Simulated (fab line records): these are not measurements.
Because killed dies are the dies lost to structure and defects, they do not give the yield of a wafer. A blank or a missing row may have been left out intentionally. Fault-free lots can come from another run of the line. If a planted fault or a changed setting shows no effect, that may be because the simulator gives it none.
fab line records | flow sky130
record lots=5 wafers=15 lastDay=49
route steps=708 shown VT_ADJUST_HVTP@91 VT_ADJUST_LVTN@97 VT_ADJUST_NCORE@119
lots with no fault: from the same line, run without faults
startH: hours from the record's first day to the start of the lot's first wafer shown | waitH: hours since the lot's step before | " identical to the entry in the row above | L1.1+2: a row that stands for several wafers | - no value present, or no start provided | * or withheld: withheld | < > ~ a bound
route shown NAME@n: NAME is a module with steps in the file, n the number in the route of the first one | usual: average and standard deviation across the fault-free wafers | same: alike in all rows | chamber/n: place in a boat | sites: the reading at each site | _std_site: standard deviation of those values | _edge_site: mean of outer sites minus mean of inner sites | radiusMm: how far each site lies from the wafer's centre | mask NAME#n: copy n | behind: the last tool/chamber to shape the wafer | hold: cause of the lot's hold/its duration in hours/its outcome | device: whichever transistor did not switch (one of n, p or np) | end of line: at the end of the route, the tests of the same wafers | a step without rows: its recipe alone | killed: count of dies lost to structure and defects at first sort (not the wafer's yield) | map: a wafer's dies, marking killed ones x, the rest . and places with no die _
set.NAME: the run value of the setting; set.NAME@STEP: its run value at that earlier step | model.NAME: the simulator's own value behind a step, which no gauge read
lots at selected steps of the route; one table per step, one row per wafer
services: the hour from which a tool's chamber was out of use, counted from the record's first day as startH (under 0 if before that day), plus the number of hours and why
## steps
# step SKY_VT_ADJUST_HVTP_DEVELOP_06
# recipe resist=NOVOLAK developer=TMAH developTimeS=60 devTempC=23
# usual exhaustPa=44.9/0.91
# columns lot.wafer tool chamber startH waitH exhaustPa
L077.3 lithoTrack-04 0 139.09 0.1 45.0
L077.4 " 0 " " 45.9
L077.6 " 0 " " 45.5
L084.1 lithoTrack-04 0 182.78 0.1 43.7
L084.2 " 0 " " 45.0
L084.3 " 0 " " 45.0
L085.2 lithoTrack-03 0 194.05 0.1 44.8
L085.4 " 0 " " 44.0
L085.5 " 0 " " 44.3
L087.2 lithoTrack-04 0 209.16 0.1 44.1
L087.4 " 0 " " 44.2
L087.5 " 0 " " 44.3
L089.1 lithoTrack-03 0 223.57 0.1 44.1
L089.2 " 0 " " 44.0
L089.6 " 0 " " 43.8
# step SKY_VT_ADJUST_HVTP_CD_MEAS_07
# recipe targetCdNm=380
# usual cdNm=379.9/2.3
# columns lot.wafer tool chamber startH waitH cdNm
L077.3 cdSem-01 - 139.23 0.1 378.9
L077.4 " - " " 377.9
L077.6 " - " " 380.8
L084.1 cdSem-02 - 182.93 0.1 382.3
L084.2 " - " " 381.4
L084.3 " - " " 376.9
L085.2 cdSem-02 - 194.19 0.1 380.3
L085.4 " - " " 379.2
L085.5 " - " " 379.7
L087.2 cdSem-01 - 209.31 0.1 380.0
L087.4 " - " " 379.6
L087.5 " - " " 381.8
L089.1 cdSem-01 - 223.72 0.1 379.6
L089.2 " - " " 377.6
L089.6 " - " " 376.8
# step SKY_VT_ADJUST_HVTP_OVL_MEAS_08
# usual VT_ADJUST_HVTP_OVL=-1.7/1.4
# columns lot.wafer tool chamber startH waitH VT_ADJUST_HVTP_OVL[nm]
L077.3 overlay-01 - 139.32 0.1 1.0
L077.4 " - " " -1.6
L077.6 " - " " -0.6
L084.1 overlay-01 - 183.05 0.1 -1.2
L084.2 " - " " -2.1
L084.3 " - " " -1.2
L085.2 overlay-02 - 194.30 0.1 -3.7
L085.4 " - " " -4.1
L085.5 " - " " -2.6
L087.2 overlay-01 - 209.41 0.1 2.3
L087.4 " - " " 1.4
L087.5 " - " " 1.0
L089.1 overlay-02 - 223.84 0.1 -2.8
L089.2 " - " " -1.9
L089.6 " - " " -2.8
# step SKY_VT_ADJUST_HVTP_IMPLANT_09
# recipe species=As energyKev=150 doseCm2=4.3e+12 tiltDeg=withheld
# columns lot.wafer tool chamber startH waitH
L077.3+4+6 implanter-02 0 139.39 0.1
L084.1+2+3 implanter-02 0 183.09 0.0
L085.2+4+5 implanter-02 0 194.35 0.0
L087.2+4+5 implanter-01 0 209.47 0.0
L089.1+2+6 implanter-02 0 223.88 0.0
# step SKY_VT_ADJUST_HVTP_STRIP_10
# recipe chemistry=O2/N2 powerW=1400 pressureMtorr=1500 platenTempC=withheld o2FlowSccm=3000 n2FlowSccm=300 overashFraction=0.5
# usual drypumpMotorCurrentA=5.8/0.49 oesProductAu=0.716/0.0046 stripTimeToEndpointS=14.19/0.045
# columns lot.wafer tool chamber startH waitH drypumpMotorCurrentA oesProductAu rfHoursCounterH stripTimeToEndpointS
L077.3 plasmaAsher-02 0 139.52 0.1 5.4 0.715 - 14.19
L077.4 " 1 " " 6.3 0.711 - 14.17
L077.6 " 1 " " 6.3 0.719 - 14.23
L084.1 plasmaAsher-01 0 183.24 0.1 5.3 0.724 51 14.11
L084.2 " 1 " " 6.1 0.708 51 14.09
L084.3 " 0 " " 5.4 0.713 - 14.13
L085.2 plasmaAsher-02 0 194.48 0.1 5.3 0.708 42 14.25
L085.4 " 1 " " 6.4 0.720 - 14.27
L085.5 " 1 " " 6.4 0.713 - 14.26
L087.2 plasmaAsher-04 1 209.59 0.1 6.4 0.716 48 14.18
L087.4 " 1 " " 6.4 0.710 - 14.21
L087.5 " 0 " " 5.3 0.718 - 14.18
L089.1 plasmaAsher-04 1 224.03 0.1 6.4 0.721 50 14.24
L089.2 " 0 " " 5.3 0.724 50 14.24
L089.6 " 1 " " 6.4 0.719 - 14.25
# step SKY_VT_ADJUST_HVTP_TW_MEAS_11
# usual VT_ADJUST_HVTP_TW=1345/16
# columns lot.wafer tool chamber startH waitH VT_ADJUST_HVTP_TW
L077.3 filmMetro-04 - 139.61 0.1 1356
L077.4 " - " " 1351
L077.6 " - " " 1353
L084.1 filmMetro-01 - 183.34 0.1 1314
L084.2 " - " " 1321
L084.3 " - " " 1312
L085.2 filmMetro-01 - 194.59 0.1 1323
L085.4 " - " " 1321
L085.5 " - " " 1322
L087.2 filmMetro-04 - 209.70 0.1 1358
L087.4 " - " " 1366
L087.5 " - " " 1357
L089.1 filmMetro-04 - 224.13 0.1 1358
L089.2 " - " " 1364
L089.6 " - " " 1368
# step SKY_VT_ADJUST_LVTN_DEHYDRATE_00
# recipe tempC=200 timeS=60
# usual exhaustPa=45.1/0.87 plateTempC=200.03/0.15
# same timeS=60
# columns lot.wafer tool chamber startH waitH exhaustPa plateTempC
L077.3 lithoTrack-02 0 148.83 9.2 44.2 200.08
L077.4 " 0 " " 44.4 200.00
L077.6 " 0 " " 43.9 200.23
L084.1 lithoTrack-01 0 193.75 10.4 45.2 199.89
L084.2 " 0 " " 45.7 200.16
L084.3 " 0 " " 44.9 199.94
L085.2 lithoTrack-03 0 204.14 9.5 46.8 200.14
L085.4 " 0 " " 46.9 200.10
L085.5 " 0 " " 45.6 199.71
L087.2 lithoTrack-03 0 219.79 10.1 44.3 200.12
L087.4 " 0 " " 43.9 200.09
L087.5 " 0 " " 44.0 200.00
L089.1 lithoTrack-03 0 235.47 11.3 45.4 200.09
L089.2 " 0 " " 44.7 199.91
L089.6 " 0 " " 44.5 200.07
# step SKY_VT_ADJUST_LVTN_HMDS_01
# recipe primeTimeS=60 primeTempC=120
# usual exhaustPa=45.2/0.76
# columns lot.wafer tool chamber startH waitH exhaustPa
L077.3 lithoTrack-02 0 148.98 0.1 45.5
L077.4 " 0 " " 44.6
L077.6 " 0 " " 44.5
L084.1 lithoTrack-01 0 193.90 0.1 46.0
L084.2 " 0 " " 44.3
L084.3 " 0 " " 45.9
L085.2 lithoTrack-03 0 204.29 0.1 46.2
L085.4 " 0 " " 45.7
L085.5 " 0 " " 44.8
L087.2 lithoTrack-03 0 219.94 0.1 45.4
L087.4 " 0 " " 45.4
L087.5 " 0 " " 45.9
L089.1 lithoTrack-03 0 235.62 0.1 45.4
L089.2 " 0 " " 44.6
L089.6 " 0 " " 44.8
# step SKY_VT_ADJUST_LVTN_COAT_02
# recipe spinRpm=2000 resistThkNm=3000
# usual exhaustPa=44.8/0.87 spinSpeedRpm=2000.1/1.3
# columns lot.wafer tool chamber startH waitH exhaustPa spinSpeedRpm
L077.3 lithoTrack-02 0 149.13 0.1 44.3 1999.1
L077.4 " 0 " " 45.2 2001.9
L077.6 " 0 " " 43.5 2001.0
L084.1 lithoTrack-01 0 194.05 0.1 45.5 1995.0
L084.2 " 0 " " 44.9 2001.6
L084.3 " 0 " " 44.7 2000.1
L085.2 lithoTrack-03 0 204.44 0.1 44.8 2000.8
L085.4 " 0 " " 45.7 2000.9
L085.5 " 0 " " 45.2 2000.1
L087.2 lithoTrack-03 0 220.09 0.1 45.3 1999.6
L087.4 " 0 " " 45.8 1999.9
L087.5 " 0 " " 47.4 1998.8
L089.1 lithoTrack-03 0 235.77 0.1 45.1 1999.6
L089.2 " 0 " " 45.0 2000.5
L089.6 " 0 " " 45.2 2000.6
# step SKY_VT_ADJUST_LVTN_SOFTBAKE_03
# recipe tempC=110 timeS=withheld
# usual exhaustPa=44.9/0.82 plateTempC=110.00/0.14
# columns lot.wafer tool chamber startH waitH exhaustPa plateTempC
L077.3 lithoTrack-02 0 149.29 0.1 45.5 110.00
L077.4 " 0 " " 45.7 109.82
L077.6 " 0 " " 46.8 109.76
L084.1 lithoTrack-01 0 194.20 0.1 44.4 110.18
L084.2 " 0 " " 44.2 109.94
L084.3 " 0 " " 43.5 110.22
L085.2 lithoTrack-03 0 204.60 0.1 44.9 109.96
L085.4 " 0 " " 45.6 109.99
L085.5 " 0 " " 44.7 109.95
L087.2 lithoTrack-03 0 220.25 0.1 45.2 110.18
L087.4 " 0 " " 45.7 110.17
L087.5 " 0 " " 44.7 109.87
L089.1 lithoTrack-03 0 235.92 0.1 45.5 109.94
L089.2 " 0 " " 46.1 110.11
L089.6 " 0 " " 46.1 110.09
# step SKY_VT_ADJUST_LVTN_EXPOSE_04
# recipe maskId=NWM_COMPLEMENT_LESS_NATIVE na=0.6 sourceShape=conventional sigmaOuter=0.6 polarization=unpolarized targetCdNm=840 doseMj=194
# usual exposureDoseMJCm2=193.99/0.19
# same sigmaOuter=0.6
# columns lot.wafer tool chamber startH waitH mask exposureDoseMJCm2
L077.3 ilineStepper-02 0 - - NWM_COMPLEMENT_LESS_NATIVE#0 194.38
L077.4 " 0 " " NWM_COMPLEMENT_LESS_NATIVE#0 193.84
L077.6 " 0 " " NWM_COMPLEMENT_LESS_NATIVE#0 193.93
L084.1 ilineStepper-01 0 - - NWM_COMPLEMENT_LESS_NATIVE#0 194.17
L084.2 " 0 " " NWM_COMPLEMENT_LESS_NATIVE#0 194.07
L084.3 " 0 " " NWM_COMPLEMENT_LESS_NATIVE#0 193.96
L085.2 ilineStepper-01 0 - - NWM_COMPLEMENT_LESS_NATIVE#0 194.08
L085.4 " 0 " " NWM_COMPLEMENT_LESS_NATIVE#0 193.78
L085.5 " 0 " " NWM_COMPLEMENT_LESS_NATIVE#0 193.85
L087.2 ilineStepper-01 0 - - NWM_COMPLEMENT_LESS_NATIVE#0 193.97
L087.4 " 0 " " NWM_COMPLEMENT_LESS_NATIVE#0 193.58
L087.5 " 0 " " NWM_COMPLEMENT_LESS_NATIVE#0 193.76
L089.1 ilineStepper-02 0 - - NWM_COMPLEMENT_LESS_NATIVE#0 193.81
L089.2 " 0 " " NWM_COMPLEMENT_LESS_NATIVE#0 193.88
L089.6 " 0 " " NWM_COMPLEMENT_LESS_NATIVE#0 193.87
# step SKY_VT_ADJUST_LVTN_PEB_05
# recipe tempC=115 timeS=withheld
# usual exhaustPa=45.2/0.88 plateTempC=115.02/0.13
# columns lot.wafer tool chamber startH waitH exhaustPa plateTempC
L077.3 lithoTrack-02 0 - - 45.4 115.04
L077.4 " 0 " " 45.4 115.02
L077.6 " 0 " " 46.3 115.13
L084.1 lithoTrack-02 0 - - 44.6 115.02
L084.2 " 0 " " 44.5 114.87
L084.3 " 0 " " 44.1 114.71
L085.2 lithoTrack-01 0 - - 43.4 115.03
L085.4 " 0 " " 44.8 115.18
L085.5 " 0 " " 43.2 115.29
L087.2 lithoTrack-01 0 - - 45.4 115.10
L087.4 " 0 " " 44.7 115.18
L087.5 " 0 " " 45.9 115.21
L089.1 lithoTrack-01 0 - - 46.1 114.91
L089.2 " 0 " " 45.4 114.92
L089.6 " 0 " " 46.5 114.82
# step SKY_VT_ADJUST_LVTN_DEVELOP_06
# recipe wallAngleDeg=90 developer=TMAH developTimeS=60 devTempC=23
# usual exhaustPa=44.9/0.85
# columns lot.wafer tool chamber startH waitH exhaustPa
L077.3 lithoTrack-02 0 - - 45.3
L077.4 " 0 " " 44.0
L077.6 " 0 " " 45.1
L084.1 lithoTrack-02 0 - - 45.0
L084.2 " 0 " " 45.7
L084.3 " 0 " " 44.3
L085.2 lithoTrack-01 0 - - 44.0
L085.4 " 0 " " 44.5
L085.5 " 0 " " 45.9
L087.2 lithoTrack-01 0 - - 43.7
L087.4 " 0 " " 44.9
L087.5 " 0 " " 44.7
L089.1 lithoTrack-01 0 - - 43.8
L089.2 " 0 " " 43.9
L089.6 " 0 " " 44.3
# step SKY_VT_ADJUST_LVTN_OVL_MEAS_07
# usual VT_ADJUST_LVTN_OVL=-1.4/1.4
# columns lot.wafer tool chamber startH waitH VT_ADJUST_LVTN_OVL[nm]
L077.3 overlay-02 - 158.14 - -0.1
L077.4 " - " " -1.5
L077.6 " - " " 1.2
L084.1 overlay-01 - 204.23 - -3.5
L084.2 " - " " -3.6
L084.3 " - " " -3.1
L085.2 overlay-02 - 216.06 - -2.0
L085.4 " - " " -1.9
L085.5 " - " " -1.3
L087.2 overlay-01 - 231.41 - -1.5
L087.4 " - " " -1.3
L087.5 " - " " -1.9
L089.1 overlay-02 - 246.90 - -1.2
L089.2 " - " " -2.7
L089.6 " - " " -0.3
# step SKY_VT_ADJUST_LVTN_IMPLANT_08
# recipe species=B energyKev=30 doseCm2=1.57e+12 tiltDeg=withheld
# columns lot.wafer tool chamber startH waitH
L077.3+4+6 implanter-01 0 158.21 0.1
L084.1+2+3 implanter-01 0 204.26 0.0
L085.2+4+5 implanter-03 0 216.11 0.0
L087.2+4+5 implanter-01 0 231.46 0.0
L089.1+2+6 implanter-03 0 246.94 0.0
# step SKY_VT_ADJUST_LVTN_STRIP_09
# recipe chemistry=O2/N2 powerW=1400 pressureMtorr=1500 platenTempC=withheld o2FlowSccm=3000 n2FlowSccm=300 overashFraction=0.5
# usual drypumpMotorCurrentA=5.6/0.45 oesProductAu=0.722/0.0043 stripTimeToEndpointS=36.89/0.11
# columns lot.wafer tool chamber startH waitH drypumpMotorCurrentA oesProductAu rfHoursCounterH stripTimeToEndpointS
L077.3 plasmaAsher-03 0 158.35 0.1 5.6 0.720 - 36.89
L077.4 " 1 " " 5.1 0.723 - 36.81
L077.6 " 1 " " 5.1 0.727 - 36.75
L084.1 plasmaAsher-03 1 204.41 0.1 5.1 0.716 8 36.87
L084.2 " 0 " " 5.6 0.729 8 36.75
L084.3 " 1 " " 5.1 0.727 - 36.85
L085.2 plasmaAsher-02 1 216.24 0.1 6.4 0.720 44 37.10
L085.4 " 0 " " 5.3 0.720 - 37.14
L085.5 " 1 " " 6.4 0.725 - 36.95
L087.2 plasmaAsher-01 0 231.59 0.1 5.3 0.725 55 37.04
L087.4 " 1 " " 6.1 0.723 - 37.07
L087.5 " 0 " " 5.3 0.731 - 37.14
L089.1 plasmaAsher-03 0 247.09 0.1 5.6 0.714 12 37.02
L089.2 " 1 " " 5.1 0.723 12 36.99
L089.6 " 0 " " 5.6 0.717 - 36.97
# step SKY_VT_ADJUST_LVTN_TW_MEAS_10
# usual VT_ADJUST_LVTN_TW=239/4.3
# columns lot.wafer tool chamber startH waitH VT_ADJUST_LVTN_TW
L077.3 filmMetro-02 - 158.43 0.1 239
L077.4 " - " " 239
L077.6 " - " " 239
L084.1 filmMetro-03 - 204.51 0.1 245
L084.2 " - " " 245
L084.3 " - " " 245
L085.2 filmMetro-01 - 216.35 0.1 236
L085.4 " - " " 235
L085.5 " - " " 235
L087.2 filmMetro-03 - 231.70 0.1 246
L087.4 " - " " 246
L087.5 " - " " 245
L089.1 filmMetro-02 - 247.19 0.1 239
L089.2 " - " " 241
L089.6 " - " " 237
# step SKY_VT_ADJUST_LVTN_DEHYDRATE_11
# recipe tempC=200 timeS=60
# usual exhaustPa=45.0/0.97 plateTempC=200.00/0.16
# same timeS=60
# columns lot.wafer tool chamber startH waitH exhaustPa plateTempC
L077.3 lithoTrack-01 0 167.75 9.3 44.8 199.90
L077.4 " 0 " " 45.5 199.81
L077.6 " 0 " " 46.5 199.88
L084.1 lithoTrack-02 0 215.18 10.7 44.8 200.28
L084.2 " 0 " " 45.9 200.01
L084.3 " 0 " " 47.3 200.02
L085.2 lithoTrack-01 0 226.28 9.9 45.3 199.77
L085.4 " 0 " " 45.8 199.86
L085.5 " 0 " " 45.2 199.77
L087.2 lithoTrack-03 0 243.19 11.5 45.6 199.98
L087.4 " 0 " " 44.3 199.79
L087.5 " 0 " " 44.5 200.01
L089.1 lithoTrack-01 0 258.85 11.7 45.3 200.09
L089.2 " 0 " " 46.2 200.11
L089.6 " 0 " " 45.8 200.23
# step SKY_VT_ADJUST_LVTN_HMDS_12
# recipe primeTimeS=60 primeTempC=120
# usual exhaustPa=45.1/1.1
# columns lot.wafer tool chamber startH waitH exhaustPa
L077.3 lithoTrack-01 0 167.90 0.1 44.3
L077.4 " 0 " " 44.7
L077.6 " 0 " " 44.7
L084.1 lithoTrack-02 0 215.33 0.1 44.0
L084.2 " 0 " " 44.8
L084.3 " 0 " " 45.4
L085.2 lithoTrack-01 0 226.43 0.1 44.9
L085.4 " 0 " " 44.1
L085.5 " 0 " " 45.1
L087.2 lithoTrack-03 0 243.34 0.1 44.0
L087.4 " 0 " " 44.2
L087.5 " 0 " " 45.8
L089.1 lithoTrack-01 0 259.00 0.1 44.9
L089.2 " 0 " " 47.6
L089.6 " 0 " " 45.6
# step SKY_VT_ADJUST_LVTN_COAT_13
# recipe resist=NOVOLAK spinRpm=3000 resistThkNm=1140
# usual exhaustPa=45.0/1 spinSpeedRpm=2999.5/2.2
# columns lot.wafer tool chamber startH waitH exhaustPa spinSpeedRpm
L077.3 lithoTrack-01 0 168.05 0.1 45.8 3003.7
L077.4 " 0 " " 46.7 2997.1
L077.6 " 0 " " 46.6 2997.7
L084.1 lithoTrack-02 0 215.48 0.1 44.5 3001.3
L084.2 " 0 " " 44.8 2999.9
L084.3 " 0 " " 44.7 3002.1
L085.2 lithoTrack-01 0 226.58 0.1 44.5 2999.1
L085.4 " 0 " " 44.9 3000.4
L085.5 " 0 " " 45.4 2999.2
L087.2 lithoTrack-03 0 243.49 0.1 45.5 3001.1
L087.4 " 0 " " 44.8 3000.3
L087.5 " 0 " " 46.3 2997.1
L089.1 lithoTrack-01 0 259.15 0.1 44.4 2996.2
L089.2 " 0 " " 46.0 2997.4
L089.6 " 0 " " 44.5 2998.7
# step SKY_VT_ADJUST_LVTN_SOFTBAKE_14
# recipe tempC=90 timeS=60 resist=NOVOLAK
# usual exhaustPa=44.8/0.78 plateTempC=90.04/0.12
# same timeS=60
# columns lot.wafer tool chamber startH waitH exhaustPa plateTempC
L077.3 lithoTrack-01 0 168.20 0.1 45.7 90.00
L077.4 " 0 " " 45.2 90.15
L077.6 " 0 " " 44.1 90.06
L084.1 lithoTrack-02 0 215.63 0.1 44.6 90.09
L084.2 " 0 " " 45.4 90.18
L084.3 " 0 " " 44.9 90.21
L085.2 lithoTrack-01 0 226.73 0.1 45.1 89.88
L085.4 " 0 " " 45.8 90.04
L085.5 " 0 " " 45.2 89.85
L087.2 lithoTrack-03 0 243.64 0.1 43.4 90.12
L087.4 " 0 " " 43.7 90.11
L087.5 " 0 " " 44.0 90.07
L089.1 lithoTrack-01 0 259.30 0.1 44.9 90.03
L089.2 " 0 " " 44.7 89.98
L089.6 " 0 " " 44.1 89.77
# step SKY_VT_ADJUST_LVTN_EXPOSE_15
# recipe maskId=HVN_STD_DERIVED na=0.6 sourceShape=conventional sigmaOuter=0.6 polarization=unpolarized targetCdNm=600 doseMj=163
# usual exposureDoseMJCm2=163.00/0.15
# same sigmaOuter=0.6
# columns lot.wafer tool chamber startH waitH mask exposureDoseMJCm2
L077.3 ilineStepper-01 0 - - HVN_STD_DERIVED#0 163.24
L077.4 " 0 " " HVN_STD_DERIVED#0 163.00
L077.6 " 0 " " HVN_STD_DERIVED#0 162.91
L084.1 ilineStepper-01 0 - - HVN_STD_DERIVED#0 162.91
L084.2 " 0 " " HVN_STD_DERIVED#0 162.99
L084.3 " 0 " " HVN_STD_DERIVED#0 162.79
L085.2 ilineStepper-02 0 - - HVN_STD_DERIVED#0 163.11
L085.4 " 0 " " HVN_STD_DERIVED#0 163.14
L085.5 " 0 " " HVN_STD_DERIVED#0 163.40
L087.2 ilineStepper-01 0 - - HVN_STD_DERIVED#0 163.24
L087.4 " 0 " " HVN_STD_DERIVED#0 163.24
L087.5 " 0 " " HVN_STD_DERIVED#0 163.11
L089.1 ilineStepper-01 0 - - HVN_STD_DERIVED#0 163.00
L089.2 " 0 " " HVN_STD_DERIVED#0 162.96
L089.6 " 0 " " HVN_STD_DERIVED#0 163.14
# step SKY_VT_ADJUST_LVTN_PEB_16
# recipe tempC=withheld timeS=* resist=NOVOLAK
# usual exhaustPa=44.9/0.77
# same timeS=*
# columns lot.wafer tool chamber startH waitH exhaustPa
L077.3 lithoTrack-03 0 - - 45.3
L077.4 " 0 " " 43.8
L077.6 " 0 " " 44.9
L084.1 lithoTrack-02 0 - - 44.4
L084.2 " 0 " " 44.4
L084.3 " 0 " " 43.5
L085.2 lithoTrack-01 0 - - 45.2
L085.4 " 0 " " 44.7
L085.5 " 0 " " 44.8
L087.2 lithoTrack-03 0 - - 44.7
L087.4 " 0 " " 46.1
L087.5 " 0 " " 45.1
L089.1 lithoTrack-01 0 - - 45.2
L089.2 " 0 " " 44.5
L089.6 " 0 " " 45.7
# step SKY_VT_ADJUST_LVTN_DEVELOP_17
# recipe resist=NOVOLAK developer=TMAH developTimeS=60 devTempC=23
# usual exhaustPa=45.0/0.91
# columns lot.wafer tool chamber startH waitH exhaustPa
L077.3 lithoTrack-03 0 177.82 0.1 46.4
L077.4 " 0 " " 44.8
L077.6 " 0 " " 44.4
L084.1 lithoTrack-02 0 226.28 0.1 46.0
L084.2 " 0 " " 45.5
L084.3 " 0 " " 44.7
L085.2 lithoTrack-01 0 238.73 0.1 46.3
L085.4 " 0 " " 45.6
L085.5 " 0 " " 45.1
L087.2 lithoTrack-03 0 255.04 0.1 43.8
L087.4 " 0 " " 43.4
L087.5 " 0 " " 43.1
L089.1 lithoTrack-01 0 271.15 0.1 46.0
L089.2 " 0 " " 45.6
L089.6 " 0 " " 46.1
# step SKY_VT_ADJUST_LVTN_OVL_MEAS_18
# usual VT_ADJUST_LVTN_01_OVL=0.1/1.1
# columns lot.wafer tool chamber startH waitH VT_ADJUST_LVTN_01_OVL[nm]
L077.3 overlay-01 - 177.93 0.1 -1.4
L077.4 " - " " 0.6
L077.6 " - " " 0.3
L084.1 overlay-02 - 226.43 0.1 1.4
L084.2 " - " " 1.9
L084.3 " - " " 1.3
L085.2 overlay-02 - 238.86 0.1 -1.7
L085.4 " - " " -0.5
L085.5 " - " " 1.3
L087.2 overlay-02 - 255.18 0.1 -1.8
L087.4 " - " " -1.0
L087.5 " - " " 0.5
L089.1 overlay-02 - 271.30 0.1 1.5
L089.2 " - " " -0.1
L089.6 " - " " 0.0
# step SKY_VT_ADJUST_LVTN_IMPLANT_19
# recipe species=B energyKev=30 doseCm2=6.5e+11 tiltDeg=withheld
# columns lot.wafer tool chamber startH waitH
L077.3+4+6 implanter-01 0 178.01 0.1
L084.1+2+3 implanter-01 0 226.46 0.0
L085.2+4+5 implanter-03 0 238.91 0.0
L087.2+4+5 implanter-02 0 255.23 0.0
L089.1+2+6 implanter-02 0 271.34 0.0
# step SKY_VT_ADJUST_LVTN_STRIP_20
# recipe chemistry=O2/N2 powerW=1400 pressureMtorr=1500 platenTempC=withheld o2FlowSccm=3000 n2FlowSccm=300 overashFraction=0.5
# usual drypumpMotorCurrentA=5.6/0.45 oesProductAu=0.716/0.0044 stripTimeToEndpointS=14.18/0.047
# columns lot.wafer tool chamber startH waitH drypumpMotorCurrentA oesProductAu rfHoursCounterH stripTimeToEndpointS
L077.3 plasmaAsher-03 1 178.14 0.1 5.1 0.715 - 14.15
L077.4 " 0 " " 5.6 0.712 - 14.21
L077.6 " 1 " " 5.1 0.718 - 14.18
L084.1 plasmaAsher-03 0 226.61 0.1 5.6 0.711 10 14.16
L084.2 " 1 " " 5.1 0.727 10 14.20
L084.3 " 1 " " 5.1 0.714 - 14.17
L085.2 plasmaAsher-03 0 239.04 0.1 5.6 0.723 11 14.20
L085.4 " 0 " " 5.6 0.713 - 14.17
L085.5 " 1 " " 5.1 0.714 - 14.22
L087.2 plasmaAsher-02 1 255.36 0.1 6.3 0.712 48 14.28
L087.4 " 1 " " 6.3 0.716 - 14.30
L087.5 " 1 " " 6.4 0.718 - 14.28
L089.1 plasmaAsher-03 0 271.49 0.1 5.6 0.719 14 14.16
L089.2 " 1 " " 5.1 0.715 14 14.12
L089.6 " 1 " " 5.1 0.710 - 14.12
# step SKY_VT_ADJUST_LVTN_TW_MEAS_21
# usual VT_ADJUST_LVTN_2_TW=187/3.3
# columns lot.wafer tool chamber startH waitH VT_ADJUST_LVTN_2_TW
L077.3 filmMetro-03 - 178.23 0.1 189
L077.4 " - " " 189
L077.6 " - " " 190
L084.1 filmMetro-03 - 226.71 0.1 191
L084.2 " - " " 191
L084.3 " - " " 192
L085.2 filmMetro-02 - 239.15 0.1 186
L085.4 " - " " 185
L085.5 " - " " 187
L087.2 filmMetro-01 - 255.47 0.1 183
L087.4 " - " " 182
L087.5 " - " " 183
L089.1 filmMetro-02 - 271.59 0.1 187
L089.2 " - " " 187
L089.6 " - " " 187
# step SKY_VT_ADJUST_NCORE_DEHYDRATE_00
# recipe tempC=200 timeS=60
# usual exhaustPa=45.0/0.94 plateTempC=199.99/0.16
# same timeS=60
# columns lot.wafer tool chamber startH waitH exhaustPa plateTempC
L077.3 lithoTrack-04 0 189.39 11.1 45.1 199.64
L077.4 " 0 " " 45.7 199.75
L077.6 " 0 " " 44.9 200.03
L084.1 lithoTrack-03 0 238.47 11.7 44.0 200.10
L084.2 " 0 " " 43.2 200.10
L084.3 " 0 " " 45.0 200.07
L085.2 lithoTrack-01 0 249.68 10.5 44.0 200.02
L085.4 " 0 " " 44.0 199.99
L085.5 " 0 " " 43.4 200.17
L087.2 lithoTrack-01 0 266.53 11.0 45.5 200.13
L087.4 " 0 " " 45.6 200.01
L087.5 " 0 " " 46.2 200.06
L089.1 lithoTrack-04 0 283.13 11.5 45.9 200.05
L089.2 " 0 " " 46.5 200.01
L089.6 " 0 " " 45.9 199.78
# step SKY_VT_ADJUST_NCORE_HMDS_01
# recipe primeTimeS=60 primeTempC=120
# usual exhaustPa=45.1/0.83
# columns lot.wafer tool chamber startH waitH exhaustPa
L077.3 lithoTrack-04 0 189.54 0.1 45.3
L077.4 " 0 " " 45.3
L077.6 " 0 " " 45.6
L084.1 lithoTrack-03 0 238.62 0.1 46.0
L084.2 " 0 " " 44.8
L084.3 " 0 " " 46.0
L085.2 lithoTrack-01 0 249.83 0.1 44.8
L085.4 " 0 " " 44.6
L085.5 " 0 " " 44.0
L087.2 lithoTrack-01 0 266.68 0.1 44.6
L087.4 " 0 " " 44.8
L087.5 " 0 " " 46.0
L089.1 lithoTrack-04 0 283.28 0.1 46.0
L089.2 " 0 " " 45.7
L089.6 " 0 " " 44.9
# step SKY_VT_ADJUST_NCORE_COAT_02
# recipe resist=NOVOLAK spinRpm=3000 resistThkNm=1140
# usual exhaustPa=44.9/0.98 spinSpeedRpm=3000.0/2.4
# columns lot.wafer tool chamber startH waitH exhaustPa spinSpeedRpm
L077.3 lithoTrack-04 0 189.69 0.1 44.7 3000.5
L077.4 " 0 " " 44.5 3003.2
L077.6 " 0 " " 44.2 3005.9
L084.1 lithoTrack-03 0 238.77 0.1 46.8 3000.6
L084.2 " 0 " " 45.1 3001.0
L084.3 " 0 " " 45.0 2999.3
L085.2 lithoTrack-01 0 249.98 0.1 45.5 2992.8
L085.4 " 0 " " 47.3 3003.8
L085.5 " 0 " " 45.0 3002.7
L087.2 lithoTrack-01 0 266.83 0.1 42.3 2999.5
L087.4 " 0 " " 43.7 3001.4
L087.5 " 0 " " 42.8 2997.0
L089.1 lithoTrack-04 0 283.43 0.1 44.9 3002.1
L089.2 " 0 " " 44.9 3001.6
L089.6 " 0 " " 45.0 3001.2
# step SKY_VT_ADJUST_NCORE_SOFTBAKE_03
# recipe tempC=90 timeS=60 resist=NOVOLAK
# usual exhaustPa=45.1/0.87 plateTempC=90.00/0.14
# same timeS=60
# columns lot.wafer tool chamber startH waitH exhaustPa plateTempC
L077.3 lithoTrack-04 0 189.84 0.1 45.9 89.84
L077.4 " 0 " " 45.4 89.88
L077.6 " 0 " " 44.7 90.10
L084.1 lithoTrack-03 0 238.92 0.1 43.0 89.95
L084.2 " 0 " " 44.0 90.07
L084.3 " 0 " " 43.8 90.10
L085.2 lithoTrack-01 0 250.13 0.1 46.8 90.05
L085.4 " 0 " " 46.4 90.02
L085.5 " 0 " " 46.4 90.05
L087.2 lithoTrack-01 0 266.98 0.1 45.4 90.11
L087.4 " 0 " " 46.7 89.97
L087.5 " 0 " " 45.6 90.01
L089.1 lithoTrack-04 0 283.58 0.1 44.9 90.15
L089.2 " 0 " " 44.4 90.03
L089.6 " 0 " " 44.5 90.12
## services
# columns tool chamber startH hours kind
plasmaAsher-02 - 115.57 2.8 pm
plasmaAsher-03 0 117.84 - clean
plasmaAsher-03 1 117.84 - clean
implanter-03 - 131.61 3.2 pm
implanter-03 - 139.06 3.4 repair
ilineStepper-02 - 142.08 1.7 pm
implanter-03 - 146.76 5.8 repair
ilineStepper-02 - 167.33 12.6 repair
implanter-03 - 184.48 2.4 repair
implanter-01 - 224.24 0.8 repair
ilineStepper-01 - 233.63 4.4 pm
plasmaAsher-02 - 246.71 0.5 repair
plasmaAsher-03 - 261.78 2.6 repair
ilineStepper-01 - 264.17 1.7 pm
plasmaAsher-04 - 271.50 13.8 repair
implanter-01 - 275.73 3.3 repair
implanter-02 - 281.82 3.7 pm
## key
fault none
